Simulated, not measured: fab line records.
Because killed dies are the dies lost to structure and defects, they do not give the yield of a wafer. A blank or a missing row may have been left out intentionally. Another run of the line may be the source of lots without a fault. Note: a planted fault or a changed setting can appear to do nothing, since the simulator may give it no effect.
fab line records    flow sky130
record lots=5  wafers=15  last_day=50
route steps=708 shown METAL2@497 VIA2@507 METAL3@532 CAPM@537 PAD_OPEN@708
lots untouched by any fault: they come from a run of this same line in which no faults occurred
start_h: hours from the record's opening day to when the first of the lot's shown wafers began    wait_h: hours since the lot's step before    " identical to the entry in the row above    L1.1+2: one row covering several wafers at once    - either no value or no given start    * or withheld: withheld    < > ~ a bound
route shown NAME@n: a module of which the file shows steps, and the number in the route of the first    usual: the fault-free wafers' mean and standard deviation    same: alike in all rows    chamber/n: place in a boat    sites: each site's reading    _std_site: standard deviation across them    _edge_site: inner sites' mean taken away from outer sites' mean    radius_mm: how far each site lies from the wafer's centre    mask NAME#n: copy n    behind: the most recent tool/chamber to have shaped the wafer    hold: reason for holding the lot/hours on hold/outcome of the hold    device: the transistor (n, p or np) that didn't switch    end of line: tests of these same wafers at the route's end    for a step that has no rows: nothing shown but its recipe    killed: dies lost to structure and defects at the first sort, not the wafer's yield    map: a wafer's dies, marking killed ones x, the rest . and places with no die _
set.NAME: the setting that was run; set.NAME@STEP: the one run at that earlier step    model.NAME: the simulator's own value behind a step, which no gauge read
lots seen at some steps along the route; tables by step, rows by wafer
services: when a tool's chamber went out of use (start_h, in hours from the record's first day, below 0 if earlier), for how many hours, and the reason
## steps
# step SKY_METAL2_DEVELOP_14
# recipe develop_time_s=60  resist=KrF-thick  dev_temp_c=21
# step SKY_METAL2_CD_MEAS_15
# recipe target_cd_nm=140
# usual cd_nm=140.1/1.5
lot.wafer  tool       chamber  start_h  wait_h  cd_nm
L195.1     cd_sem-01  -        864.06   -       141.0
L195.2     "          -        "        "       141.2
L195.6     "          -        "        "       139.7
L198.1     cd_sem-01  -        896.55   -       143.3
L198.2     "          -        "        "       143.3
L198.5     "          -        "        "       142.7
L199.2     cd_sem-01  -        897.87   -       138.7
L199.4     "          -        "        "       139.8
L199.6     "          -        "        "       140.2
L206.1     cd_sem-01  -        955.15   -       140.2
L206.2     "          -        "        "       139.9
L206.6     "          -        "        "       138.4
L210.1     cd_sem-02  -        1004.01  -       139.7
L210.3     "          -        "        "       138.6
L210.5     "          -        "        "       138.2
# step SKY_METAL2_OVL_MEAS_16
# usual METAL2_OVL=2/5.3
lot.wafer  tool        chamber  start_h  wait_h  METAL2_OVL[nm]
L195.1     overlay-02  -        864.18   0.1     -7
L195.2     "           -        "        "       -6
L195.6     "           -        "        "       -3
L198.1     overlay-01  -        896.67   0.1     -1
L198.2     "           -        "        "       4
L198.5     "           -        "        "       3
L199.2     overlay-01  -        897.98   0.1     -2
L199.4     "           -        "        "       2
L199.6     "           -        "        "       -3
L206.1     overlay-02  -        955.27   0.1     -3
L206.2     "           -        "        "       3
L206.6     "           -        "        "       4
L210.1     overlay-01  -        1004.13  0.1     -2
L210.3     "           -        "        "       0
L210.5     "           -        "        "       1
# step SKY_METAL2_DESCUM_17
# recipe chemistry=O2  source_power_w=150  bias_power_w=0  pressure_mtorr=10  temp_c=40  time_s=8
# step SKY_METAL2_ETCH_18
# recipe chemistry=N2/H2  target=BARC  ion_energy_ev=200  bias_w=100  pressure_mtorr=30  n2_flow_sccm=100  h2_flow_sccm=200  icp_w=500  stop_on=SiO2  time_s=45.9  target_depth_a=600
# step SKY_METAL2_METAL_ETCH_19
# recipe target_depth_a=3600  stop_on=SiO2  over_etch_frac=0.3  time_s=78  chemistry=Cl2/BCl3  resist_sidewall_deg=88  pressure_mtorr=10  icp_w=900  bias_w=48.5  Cl2_flow_sccm=60  bcl3_flow_sccm=30
# usual bias_w=48.48/0.14  drypump_motor_current_A=5.9/0.48  oes_product_au=0.852/0.0064  throttle_valve_pct=22.264/0.0096
lot.wafer  tool          chamber  start_h  wait_h  bias_w  drypump_motor_current_A  oes_product_au  rf_hours_counter_h  throttle_valve_pct
L195.1     rie_metal-01  1        864.41   0.1     48.21   6.5                      0.857           7                   22.258
L195.2     "             1        "        "       48.65   6.5                      0.843           -                   22.269
L195.6     "             1        "        "       48.45   6.5                      0.845           -                   22.282
L198.1     rie_metal-01  1        896.83   0.1     48.35   6.5                      0.864           9                   22.259
L198.2     "             0        "        "       48.27   5.2                      0.860           2                   22.268
L198.5     "             1        "        "       48.58   6.5                      0.844           -                   22.261
L199.2     rie_metal-02  1        898.10   0.0     48.46   6.1                      0.853           8                   22.269
L199.4     "             1        "        "       48.32   6.1                      0.858           -                   22.264
L199.6     "             1        "        "       48.57   6.1                      0.847           -                   22.267
L206.1     rie_metal-02  0        955.40   0.0     48.39   5.9                      0.847           12                  22.253
L206.2     "             1        "        "       48.62   6.1                      0.855           11                  22.264
L206.6     "             0        "        "       48.46   5.9                      0.851           -                   22.272
L210.1     rie_metal-01  1        1004.27  0.0     48.66   6.5                      0.849           13                  22.267
L210.3     "             0        "        "       48.33   5.2                      0.854           -                   22.282
L210.5     "             1        "        "       48.74   6.5                      0.856           -                   22.256
# step SKY_METAL2_STRIP_20
# recipe chemistry=O2/N2  power_w=1400  pressure_mtorr=1500  platen_temp_c=withheld  o2_flow_sccm=3000  n2_flow_sccm=300  overash_fraction=0.5
# usual drypump_motor_current_A=5.8/0.3  oes_product_au=0.343/0.0055  strip_time_to_endpoint_s=2.69/0.073
lot.wafer  tool             chamber  start_h  wait_h  drypump_motor_current_A  oes_product_au  rf_hours_counter_h  strip_time_to_endpoint_s
L195.1     plasma_asher-02  0        864.59   0.1     6.1                      0.342           100                 2.61
L195.2     "                1        "        "       5.5                      0.340           100                 2.59
L195.6     "                1        "        "       5.5                      0.337           -                   2.59
L198.1     plasma_asher-02  0        896.95   0.1     6.1                      0.343           104                 2.65
L198.2     "                1        "        "       5.5                      0.348           104                 2.76
L198.5     "                1        "        "       5.4                      0.343           -                   2.62
L199.2     plasma_asher-03  1        898.19   0.1     5.7                      0.351           47                  2.79
L199.4     "                1        "        "       5.7                      0.351           -                   2.79
L199.6     "                0        "        "       6.1                      0.342           -                   2.80
L206.1     plasma_asher-02  0        955.49   0.1     6.1                      0.338           110                 2.72
L206.2     "                1        "        "       5.5                      0.348           110                 2.80
L206.6     "                0        "        "       6.1                      0.342           -                   2.68
L210.1     plasma_asher-03  1        1004.36  0.1     5.7                      0.344           57                  2.65
L210.3     "                0        "        "       6.1                      0.347           -                   2.75
L210.5     "                0        "        "       6.1                      0.349           -                   2.66
# step SKY_METAL2_STRIP_21
# recipe chemistry=post_etch_residue_remover  time_s=1200  temp_c=72.5
# step SKY_METAL2_CLEAN_22
# recipe chemistry=IPA  time_s=180  temp_c=25
# step SKY_METAL2_CLEAN_23
# recipe chemistry=O3/DIW  dry=n2_spin
# step SKY_VIA2_HDPCVD_00
# recipe material=SiO2  target_thk_nm=1180  sigma_open_frac=0.3  time_s=196.7  temp_c=400  sih4_flow_sccm=60  pressure_mtorr=6
# step SKY_VIA2_THK_MEAS_01
# recipe reads=SiO2_of_VIA2_HDPCVD_00
# usual VIA2_HDPCVD_THK=1175/13
lot.wafer  tool           chamber  start_h  wait_h  VIA2_HDPCVD_THK[nm]
L195.1     film_metro-03  -        865.31   0.1     1168
L195.2     "              -        "        "       1175
L195.6     "              -        "        "       1175
L198.1     film_metro-02  -        897.98   0.1     1177
L198.2     "              -        "        "       1153
L198.5     "              -        "        "       1175
L199.2     film_metro-02  -        898.92   0.1     1173
L199.4     "              -        "        "       1171
L199.6     "              -        "        "       1188
L206.1     film_metro-03  -        956.22   0.1     1162
L206.2     "              -        "        "       1186
L206.6     "              -        "        "       1180
L210.1     film_metro-04  -        1005.07  0.1     1181
L210.3     "              -        "        "       1168
L210.5     "              -        "        "       1186
# step SKY_VIA2_CMP_02
# recipe material=SiO2  down_force_psi=4  platen_rpm=60  pad_velocity_m_s=0.94248
# usual motor_current_A=12.0/1.5  platen_rpm=60.00/0.041
lot.wafer  tool    chamber  start_h  wait_h  motor_current_A  platen_rpm
L195.1     cmp-01  1        865.37   0.1     13.3             60.00
L195.2     "       3        "        "       9.9              59.97
L195.6     "       2        "        "       11.4             60.00
L198.1     cmp-02  3        898.11   0.1     10.4             60.01
L198.2     "       0        "        "       12.4             60.03
L198.5     "       2        "        "       13.3             60.01
L199.4     cmp-02  2        899.02   0.1     13.3             60.04
L199.2     "       0        "        "       11.9             59.95
L199.6     "       2        "        "       13.8             60.03
L206.2     cmp-01  0        956.28   0.0     15.1             59.98
L206.1     "       2        "        "       11.7             59.86
L206.6     "       1        "        "       12.8             59.98
L210.3     cmp-02  2        1005.13  0.0     13.6             60.00
L210.1     "       1        "        "       11.5             60.06
L210.5     "       2        "        "       12.8             60.05
# step SKY_VIA2_BOW_MEAS_03
# recipe mode=bow
# usual VIA2_BOW=87/7.9
lot.wafer  tool           chamber  start_h  wait_h  VIA2_BOW[um]
L195.1     film_metro-02  -        865.67   0.2     83
L195.2     "              -        "        "       84
L195.6     "              -        "        "       87
L198.1     film_metro-02  -        898.36   0.2     73
L198.2     "              -        "        "       71
L198.5     "              -        "        "       77
L199.2     film_metro-04  -        899.29   0.1     97
L199.4     "              -        "        "       105
L199.6     "              -        "        "       83
L206.1     film_metro-02  -        956.58   0.1     77
L206.2     "              -        "        "       90
L206.6     "              -        "        "       91
L210.1     film_metro-04  -        1005.43  0.1     78
L210.3     "              -        "        "       99
L210.5     "              -        "        "       81
# step SKY_VIA2_DEHYDRATE_04
# recipe temp_c=200  time_s=60
# step SKY_VIA2_HMDS_05
# recipe prime_time_s=60  prime_temp_c=120
# step SKY_VIA2_COAT_06
# recipe resist=BARC  temp_c=withheld  time_s=withheld  spin_rpm=3000  resist_thk_nm=60
# step SKY_VIA2_COAT_07
# recipe resist=KrF-thick  spin_rpm=3000  resist_thk_nm=450
# step SKY_VIA2_SOFTBAKE_08
# recipe temp_c=100  time_s=90  resist=KrF-thick
# step SKY_VIA2_EXPOSE_09
# recipe mask_id=VIM2  na=0.8  source_shape=annular  sigma_inner=0.55  sigma_outer=0.85  target_cd_nm=200  dose_mj=38
# step SKY_VIA2_PEB_10
# recipe peb_temp_c=withheld  peb_time_s=withheld  resist=KrF-thick
# step SKY_VIA2_DEVELOP_11
# recipe develop_time_s=60  resist=KrF-thick  dev_temp_c=21
# step SKY_VIA2_CD_MEAS_12
# recipe target_cd_nm=200
# usual cd_nm=200.0/1.4
lot.wafer  tool       chamber  start_h  wait_h  cd_nm
L195.1     cd_sem-01  -        890.81   -       198.3
L195.2     "          -        "        "       198.7
L195.6     "          -        "        "       198.0
L198.1     cd_sem-01  -        924.25   -       200.6
L198.2     "          -        "        "       199.6
L198.5     "          -        "        "       199.3
L199.2     cd_sem-01  -        924.63   -       199.5
L199.4     "          -        "        "       199.5
L199.6     "          -        "        "       199.2
L206.1     cd_sem-01  -        980.96   -       200.1
L206.2     "          -        "        "       201.2
L206.6     "          -        "        "       201.7
L210.1     cd_sem-01  -        1028.62  -       200.5
L210.3     "          -        "        "       200.3
L210.5     "          -        "        "       200.3
# step SKY_VIA2_OVL_MEAS_13
# usual VIA2_OVL=0/5
lot.wafer  tool        chamber  start_h  wait_h  VIA2_OVL[nm]
L195.1     overlay-02  -        890.93   0.1     -5
L195.2     "           -        "        "       -6
L195.6     "           -        "        "       -7
L198.1     overlay-01  -        924.37   0.1     2
L198.2     "           -        "        "       -12
L198.5     "           -        "        "       -1
L199.2     overlay-02  -        924.73   0.1     11
L199.4     "           -        "        "       5
L199.6     "           -        "        "       11
L206.1     overlay-02  -        981.08   0.1     -5
L206.2     "           -        "        "       -2
L206.6     "           -        "        "       4
L210.1     overlay-02  -        1028.74  0.1     1
L210.3     "           -        "        "       0
L210.5     "           -        "        "       -2
# step SKY_VIA2_ETCH_14
# recipe chemistry=N2/H2  target=BARC  ion_energy_ev=200  source_w=500  bias_w=100  pressure_mtorr=30  n2_flow_sccm=100  h2_flow_sccm=200  stop_on=SiO2  time_s=45.9  target_depth_a=600
# usual bias_w=99.98/0.27  drypump_motor_current_A=5.9/0.5  oes_product_au=0.855/0.005  throttle_valve_pct=13.226/0.01
lot.wafer  tool         chamber  start_h  wait_h  bias_w  drypump_motor_current_A  oes_product_au  rf_hours_counter_h  throttle_valve_pct
L195.1     rie_diel-04  0        890.97   0.0     99.57   6.6                      0.855           9                   13.216
L195.2     "            2        "        "       99.93   6.4                      0.852           13                  13.239
L195.6     "            3        "        "       100.04  6.3                      0.860           -                   13.221
L198.1     rie_diel-02  3        924.41   0.0     99.63   6.1                      0.849           8                   13.241
L198.2     "            2        "        "       100.16  5.6                      0.854           17                  13.214
L198.5     "            1        "        "       100.19  5.7                      0.851           -                   13.246
L199.2     rie_diel-04  1        924.76   0.0     99.86   5.9                      0.851           11                  13.229
L199.4     "            3        "        "       99.80   6.3                      0.857           6                   13.219
L199.6     "            2        "        "       100.08  6.4                      0.853           -                   13.225
L206.1     rie_diel-02  2        981.12   0.0     99.95   5.6                      0.857           18                  13.230
L206.2     "            1        "        "       99.86   5.7                      0.855           23                  13.213
L206.6     "            2        "        "       100.48  5.6                      0.852           -                   13.230
L210.1     rie_diel-02  3        1028.77  0.0     100.26  6.1                      0.859           11                  13.230
L210.3     "            1        "        "       100.00  5.7                      0.851           25                  13.225
L210.5     "            1        "        "       100.30  5.7                      0.853           -                   13.233
# step SKY_VIA2_ETCH_15
# recipe target=SiO2  chemistry=C4F8/O2/Ar  target_depth_nm=546  stop_on=TiN  mask_material=KrF-thick  source_w=1500  bias_w=1200  pressure_mtorr=40  c4f8_flow_sccm=withheld  O2_flow_sccm=6  Ar_flow_sccm=300  time_s=84
# step SKY_VIA2_STRIP_16
# recipe chemistry=O2/N2  power_w=1400  pressure_mtorr=1500  platen_temp_c=withheld  o2_flow_sccm=3000  n2_flow_sccm=300  overash_fraction=0.5
# step SKY_VIA2_STRIP_17
# recipe chemistry=post_etch_residue_remover  time_s=1200  temp_c=72.5
# step SKY_VIA2_CLEAN_18
# recipe chemistry=IPA  time_s=180  temp_c=25
# step SKY_VIA2_CLEAN_19
# recipe chemistry=O3/DIW  dry=n2_spin
# step SKY_VIA2_SPUTTER_20
# recipe material=TiN  target_thk_nm=20  chamber_pressure_pa=5  power_w=4000  time_s=80
# usual throttle_valve_pct=29.8/0.87
lot.wafer  tool            chamber  start_h  wait_h  throttle_valve_pct
L195.1     pvd_sputter-03  -        891.68   0.0     29.4
L195.2     "               -        "        "       28.7
L195.6     "               -        "        "       28.7
L198.1     pvd_sputter-02  -        925.32   0.0     29.3
L198.2     "               -        "        "       30.4
L198.5     "               -        "        "       29.3
L199.2     pvd_sputter-03  -        925.56   0.0     29.2
L199.4     "               -        "        "       28.9
L199.6     "               -        "        "       29.5
L206.1     pvd_sputter-03  -        981.82   0.0     30.9
L206.2     "               -        "        "       29.3
L206.6     "               -        "        "       29.2
L210.1     pvd_sputter-02  -        1029.47  0.0     30.6
L210.3     "               -        "        "       30.3
L210.5     "               -        "        "       30.3
# step SKY_VIA2_CVD_21
# recipe material=W  target_thk_nm=420  time_s=126.4  temp_c=400  pressure_torr=40
# step SKY_VIA2_RS_MEAS_22
# recipe thk_meas_gauge=four-point-probe  reads=W_of_VIA2_CVD_21+TiN_of_VIA2_SPUTTER_20
# usual VIA2_W_RS=0.2722/0.0029
lot.wafer  tool           chamber  start_h  wait_h  VIA2_W_RS[ohm/sq]
L195.1     film_metro-04  -        891.87   0.1     0.2672
L195.2     "              -        "        "       0.2642
L195.6     "              -        "        "       0.2674
L198.1     film_metro-04  -        925.52   0.1     0.2764
L198.2     "              -        "        "       0.2757
L198.5     "              -        "        "       0.2693
L199.2     film_metro-04  -        925.77   0.1     0.2720
L199.4     "              -        "        "       0.2750
L199.6     "              -        "        "       0.2727
L206.1     film_metro-03  -        982.01   0.1     0.2695
L206.2     "              -        "        "       0.2690
L206.6     "              -        "        "       0.2685
L210.1     film_metro-02  -        1029.66  0.1     0.2674
L210.3     "              -        "        "       0.2700
L210.5     "              -        "        "       0.2696
# step SKY_VIA2_THK_MEAS_23
# recipe thk_meas_gauge=xrf  reads=W_of_VIA2_CVD_21
# usual VIA2_W_THK=433/6.7
lot.wafer  tool           chamber  start_h  wait_h  VIA2_W_THK[nm]
L195.1     film_metro-04  -        891.99   0.1     449
L195.2     "              -        "        "       452
L195.6     "              -        "        "       448
L198.1     film_metro-04  -        925.64   0.1     432
L198.2     "              -        "        "       435
L198.5     "              -        "        "       446
L199.2     film_metro-04  -        925.88   0.1     445
L199.4     "              -        "        "       437
L199.6     "              -        "        "       445
L206.1     film_metro-03  -        982.13   0.1     432
L206.2     "              -        "        "       437
L206.6     "              -        "        "       434
L210.1     film_metro-02  -        1029.78  0.1     440
L210.3     "              -        "        "       435
L210.5     "              -        "        "       441
# step SKY_VIA2_CMP_24
# recipe stop_on=SiO2  t_overpolish_s=20  down_force_psi=3.5  platen_rpm=60  target_thk_nm=0  pad_velocity_m_s=0.94248
# step SKY_METAL3_SPUTTER_00
# recipe material=Ti  target_thk_nm=15  power_w=3000  time_s=10  chamber_pressure_pa=0.4
# usual throttle_valve_pct=29.4/1.1
lot.wafer  tool            chamber  start_h  wait_h  throttle_valve_pct
L195.1     pvd_sputter-04  -        892.35   0.2     29.4
L195.2     "               -        "        "       28.9
L195.6     "               -        "        "       28.6
L198.1     pvd_sputter-01  -        926.00   0.1     27.5
L198.2     "               -        "        "       29.2
L198.5     "               -        "        "       30.0
L199.2     pvd_sputter-01  -        926.30   0.1     27.7
L199.4     "               -        "        "       29.6
L199.6     "               -        "        "       27.5
L206.1     pvd_sputter-01  -        982.49   0.2     29.9
L206.2     "               -        "        "       30.4
L206.6     "               -        "        "       29.2
L210.1     pvd_sputter-01  -        1030.14  0.1     29.3
L210.3     "               -        "        "       29.6
L210.5     "               -        "        "       27.6
# step SKY_METAL3_SPUTTER_01
# recipe material=TiN  target_thk_nm=20  power_w=6500  time_s=16.7  chamber_pressure_pa=0.4
# step SKY_METAL3_SPUTTER_02
# recipe material=AlCu  target_thk_nm=735  power_w=10600  time_s=39.1  chamber_pressure_pa=0.4
# step SKY_METAL3_SPUTTER_03
# recipe material=Ti  target_thk_nm=5  power_w=3000  time_s=3.3  chamber_pressure_pa=0.4
# step SKY_METAL3_SPUTTER_04
# recipe material=TiN  target_thk_nm=70  power_w=6500  time_s=58.3  chamber_pressure_pa=0.4
# step SKY_CAPM_CVD_00
# recipe material=SiO2  target_thk_nm=15.5  temp_c=400  time_s=withheld  rf_w=450
# step SKY_CAPM_THK_MEAS_01
# recipe reads=SiO2_of_CAPM_CVD_00
# usual CAPM_CVD_00_THK=15.56/0.28
lot.wafer  tool           chamber  start_h  wait_h  CAPM_CVD_00_THK[nm]
L195.1     film_metro-03  -        892.52   -       15.49
L195.2     "              -        "        "       15.48
L195.6     "              -        "        "       15.59
L198.1     film_metro-03  -        926.17   -       14.99
L198.2     "              -        "        "       15.48
L198.5     "              -        "        "       15.49
L199.2     film_metro-03  -        926.48   -       15.66
L199.4     "              -        "        "       16.07
L199.6     "              -        "        "       15.90
L206.1     film_metro-03  -        982.67   -       15.53
L206.2     "              -        "        "       15.09
L206.6     "              -        "        "       15.35
L210.1     film_metro-03  -        1030.32  -       15.60
L210.3     "              -        "        "       15.47
L210.5     "              -        "        "       16.15
# step SKY_PAD_OPEN_PROBE_99
# usual defect_limited_yield=82.8/2.1  killed_at_M0_to_M3=42/6.6  killed_at_M4_up=3.1/1.9  killed_at_contacts=24/5.6  killed_at_front_end=15/4.8  killed_at_other=0.3/0.48  killed_dies=84/10  killed_on_rim=16/3.9  killed_open=47/6.8  killed_short=37/6.8
# same gross_dies=492  killed_at_back_side=0
lot.wafer  tool       chamber  start_h  wait_h  hold                      defect_limited_yield[%]  killed_at_M0_to_M3  killed_at_M4_up  killed_at_contacts  killed_at_front_end  killed_at_other  killed_dies  killed_on_rim  killed_open  killed_short  model.etest.tester.sort_n_pass  model.etest.tester.sort_yield_pct  model.etest.tester.sort_bin_5_pct  model.etest.tester.sort_bin_6_pct  model.etest.tester.sort_bin_3_pct
L195.1     prober-01  -        1109.48  0.1     -                         81.3                     50                  1                23                  18                   0                92           15             46           46            390                             79.27                              12.6                               6.504                              1.626
L195.2     prober-01  -        1109.53  0.1     -                         83.3                     41                  0                18                  22                   1                82           14             49           33            410                             83.33                              9.35                               6.911                              0.4065
L195.6     prober-01  -        1109.73  0.2     -                         84.1                     44                  2                23                  8                    1                78           21             41           37            414                             84.15                              8.333                              6.911                              0.6098
L198.1     prober-02  -        1136.51  0.1     -                         84.1                     36                  3                28                  11                   0                78           13             37           41            414                             84.15                              7.52                               6.707                              1.626
L198.2     prober-02  -        1136.56  0.1     -                         85.8                     37                  3                17                  13                   0                70           14             33           37            422                             85.77                              8.13                               4.675                              1.423
L198.5     prober-02  -        1136.71  0.2     -                         81.3                     43                  4                28                  17                   0                92           19             53           39            400                             81.3                               12.4                               5.488                              0.813
L199.2     prober-01  -        1137.85  0.1     -                         82.7                     35                  8                25                  17                   0                85           12             50           35            407                             82.72                              10.98                              5.691                              0.6098
L199.4     prober-01  -        1137.95  0.2     -                         82.1                     47                  1                22                  18                   0                88           22             50           38            404                             82.11                              10.98                              6.098                              0.813
L199.6     prober-01  -        1138.05  0.2     -                         78.0                     57                  3                27                  21                   0                108          20             57           51            384                             78.05                              11.79                              8.537                              1.626
L206.1     prober-02  -        1177.22  0.1     await_dispo/2.3h/release  83.3                     43                  4                18                  16                   1                82           13             38           44            410                             83.33                              9.553                              4.878                              2.236
L206.2     prober-02  -        1177.27  0.1     await_dispo/2.3h/release  83.3                     42                  3                23                  14                   0                82           15             42           40            410                             83.33                              10.57                              5.081                              1.016
L206.6     prober-02  -        1177.47  0.2     await_dispo/2.3h/release  22.8                     346                 1                15                  18                   0                380          77             32           31            112                             22.76                              53.25                              16.46                              7.52
L210.1     prober-01  -        1209.30  0.1     -                         83.3                     45                  6                21                  10                   0                82           13             47           35            410                             83.33                              11.59                              4.472                              0.6098
L210.3     prober-01  -        1209.40  0.2     -                         82.9                     41                  2                24                  17                   0                84           15             45           39            408                             82.93                              9.756                              6.098                              1.22
L210.5     prober-01  -        1209.50  0.2     -                         83.5                     36                  1                25                  18                   1                81           12             52           29            411                             83.54                              10.98                              4.675                              0.813
# killed by level:class
L195.1 VIA1:geometric_particle:open=11 VIA2:geometric_particle:open=11 VIA1:geometric_particle:short=8 LI_CONTACT:geometric_particle:open=6 CONTACT:geometric_particle:short=6 FIELD_ISO:geometric_particle:short=5 METAL1:geometric_particle:short=5 METAL3:geometric_particle:short=5
L195.2 VIA1:geometric_particle:open=9 VIA2:geometric_particle:open=9 POLY_GATE:geometric_particle:open=7 CONTACT:geometric_particle:open=7 VIA1:geometric_particle:short=7 LI_CONTACT:geometric_particle:open=6 FIELD_ISO:geometric_particle:short=5 METAL1:geometric_particle:short=4
L195.6 METAL1:geometric_particle:short=11 VIA1:geometric_particle:open=10 LI_CONTACT:geometric_particle:open=7 CONTACT:geometric_particle:open=6 METAL1:geometric_particle:open=4 VIA3:geometric_particle:open=4 LI_CONTACT:geometric_particle:short=3 LOCAL_INTERCONNECT:geometric_particle:short=3
L198.1 METAL2:geometric_particle:short=9 VIA1:geometric_particle:open=8 LI_CONTACT:geometric_particle:open=8 CONTACT:geometric_particle:open=7 LI_CONTACT:geometric_particle:short=5 LOCAL_INTERCONNECT:geometric_particle:short=5 VIA1:geometric_particle:short=4 METAL2:geometric_particle:open=3
L198.2 METAL1:geometric_particle:short=9 VIA3:geometric_particle:open=6 LI_CONTACT:geometric_particle:open=5 METAL2:geometric_particle:short=4 CONTACT:geometric_particle:open=4 METAL3:geometric_particle:short=4 VIA2:geometric_particle:short=4 FIELD_ISO:geometric_particle:short=3
L198.5 VIA2:geometric_particle:open=10 CONTACT:geometric_particle:open=10 FIELD_ISO:geometric_particle:short=8 VIA3:geometric_particle:open=8 CONTACT:geometric_particle:short=8 LI_CONTACT:geometric_particle:open=7 METAL1:geometric_particle:short=6 METAL2:geometric_particle:short=6
L199.2 VIA1:geometric_particle:open=13 CONTACT:geometric_particle:open=10 METAL4:geometric_particle:short=8 VIA2:geometric_particle:open=7 LI_CONTACT:geometric_particle:open=6 POLY_GATE:geometric_particle:short=5 FIELD_ISO:geometric_particle:open=4 METAL1:geometric_particle:short=4
L199.4 VIA1:geometric_particle:open=11 CONTACT:geometric_particle:open=10 POLY_GATE:geometric_particle:short=9 VIA3:geometric_particle:open=9 LI_CONTACT:geometric_particle:open=6 METAL1:geometric_particle:short=6 FIELD_ISO:geometric_particle:short=5 POLY_GATE:geometric_particle:open=4
L199.6 VIA1:geometric_particle:open=15 VIA3:geometric_particle:open=13 METAL1:geometric_particle:short=9 LI_CONTACT:geometric_particle:open=7 CONTACT:geometric_particle:open=7 FIELD_ISO:geometric_particle:open=6 POLY_GATE:geometric_particle:short=6 CONTACT:geometric_particle:short=5
L206.1 CONTACT:geometric_particle:open=10 FIELD_ISO:geometric_particle:short=6 METAL1:geometric_particle:short=6 VIA1:geometric_particle:short=6 VIA2:geometric_particle:open=6 VIA3:geometric_particle:open=6 VIA1:geometric_particle:open=5 FIELD_ISO:geometric_particle:open=4
L206.2 VIA2:geometric_particle:open=10 VIA3:geometric_particle:open=9 METAL2:geometric_particle:short=7 CONTACT:geometric_particle:open=6 VIA1:geometric_particle:open=6 LOCAL_INTERCONNECT:geometric_particle:short=5 CONTACT:geometric_particle:short=5 LI_CONTACT:geometric_particle:open=4
L206.6 VIA2:unspecified=317 VIA3:geometric_particle:open=7 FIELD_ISO:geometric_particle:open=5 VIA1:geometric_particle:open=5 LI_CONTACT:geometric_particle:open=5 POLY_GATE:geometric_particle:short=4 CONTACT:geometric_particle:open=4 METAL2:geometric_particle:short=4
L210.1 VIA1:geometric_particle:open=9 LI_CONTACT:geometric_particle:open=8 METAL2:geometric_particle:short=8 CONTACT:geometric_particle:open=7 VIA3:geometric_particle:open=7 METAL1:geometric_particle:short=6 VIA2:geometric_particle:open=5 METAL4:geometric_particle:short=5
L210.3 CONTACT:geometric_particle:open=10 VIA1:geometric_particle:open=10 VIA2:geometric_particle:open=6 METAL1:geometric_particle:short=5 LI_CONTACT:geometric_particle:open=5 FIELD_ISO:geometric_particle:short=4 LOCAL_INTERCONNECT:geometric_particle:short=4 CONTACT:geometric_particle:short=4
L210.5 VIA1:geometric_particle:open=12 LI_CONTACT:geometric_particle:open=8 CONTACT:geometric_particle:open=8 POLY_GATE:geometric_particle:short=6 CONTACT:geometric_particle:short=6 VIA3:geometric_particle:open=6 FIELD_ISO:geometric_particle:open=5 METAL2:geometric_particle:short=5
# map L206.6 (x killed, . not)
__________xxxxxxxx.._________
________x.xx..xx...xx._______
______xx.xxxx..xxxx.x.xx_____
_____.xxxxxxx.xx.xxxxxxxx____
____xxxxxx.xxxx.xxxx.xxxxx___
___xxxxxx.xx..xx.xxxx.xxx..__
__xx.x.xxxxxxxxxxxx.xxx.xx.x_
_xx...xxxxxxxx...xxxxxxxxxxxx
_x..xx..xxxxxxxxxxxx.x.xxxxxx
_xxxxx..xxxxxx.xxxx.x.xxxxxxx
_x.xx.xx.x.x.xxx.xxxxxxx.x.xx
_xxxxx.xx.xxxxx.xxxxxxxxxxxxx
_xxxx.xxx.x.xxxxxx.x..xxxxxxx
_xxxx.xxxxxxxxxxx.x.xxxxx..xx
_xx...xx.x.xx.xxxxxxxxxxxx.xx
__x.xxxxx.xxxxxx...xx..xx.xx_
___x.x.xxx.xxxx.x.xx.xxxxx.__
____.xxx.xxx.xxxx.xxx.xxxx___
_____xxxx.xx.x.xx.xx..xxx____
______...xxx.xxxxxxxxxxx_____
________xxxxx.xxx.x.xx_______
__________xxxxxxxxx._________
# map L195.1 (x killed, . not)
__________......x..x_________
________.....xx...xx.._______
______......x..........._____
_____..............x.....____
____.xx..........x.....x..___
___...x.x.....x.x..xx.....x__
__..x..x...x...........x..xx_
_...x...xx.........x..x...x..
_..x......x......x...x.....x.
_xx.x........x....x...x.xx..x
_.............xx...x...x.....
_...x....................x...
_...............x.x..........
_..........xx..x..xx.........
_x.x...xx..x...x.....x....x.x
__.xxx.....x......x.x......._
___.....x.x........xxx.....__
____.....x.x.x...xx..x....___
_____.....x.........xx...____
______......x.x........._____
________.x............_______
__________..x.x....._________
## services
tool             chamber  start_h  hours  kind
cmp-01           -        846.38   3.3    repair
cmp-02           -        855.13   5.5    pm
pvd_sputter-01   2        860.34   -      consumable_replace:kit
pvd_sputter-01   2        860.34   18.0   scheduled_down
pvd_sputter-01   2        860.34   18.0   vent_cycle
plasma_asher-03  -        878.80   18.6   repair
rie_diel-04      -        879.72   1.5    repair
cmp-01           -        886.17   18.4   repair
cmp-01           -        906.49   0.8    repair
pvd_sputter-01   -        908.64   2.2    repair
cmp-01           -        912.18   4.0    pm
pvd_sputter-02   -        927.87   0.9    repair
plasma_asher-02  -        929.94   3.6    repair
rie_metal-01     1        938.43   16.3   repair
cmp-01           -        978.80   0.9    repair
plasma_asher-03  -        988.70   1.8    repair
pvd_sputter-01   1        994.52   -      consumable_replace:kit
cmp-02           -        1002.93  1.0    repair
cmp-01           -        1013.04  1.8    repair
pvd_sputter-03   -        1016.58  0.5    repair
pvd_sputter-01   -        1019.03  4.9    repair
rie_diel-02      2        1019.04  7.8    repair
rie_metal-01     1        1020.24  4.8    repair
cmp-01           -        1029.34  2.6    repair
## key
first_sign step=SKY_PAD_OPEN_PROBE_99  reading=killed_at_M0_to_M3  direction=up  sigmas=46  usual=42  struck=346
effect step=SKY_PAD_OPEN_PROBE_99  reading=defect_limited_yield  direction=down  sigmas=29  usual=82.8  struck=22.8
model_effect step=SKY_PAD_OPEN_PROBE_99  value=etest.tester.sort_n_pass  without=385  struck=112
met_at SKY_VIA2_CMP_02
struck_wafers L206.6
onset_between 865.37 956.28
fault kind=chamber_particle_source  tool=cmp-01  chamber=1  onset_h=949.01  steps=SKY_VIA2_CMP_02  rate_per_visit_cm2=2.2099  end_h=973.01
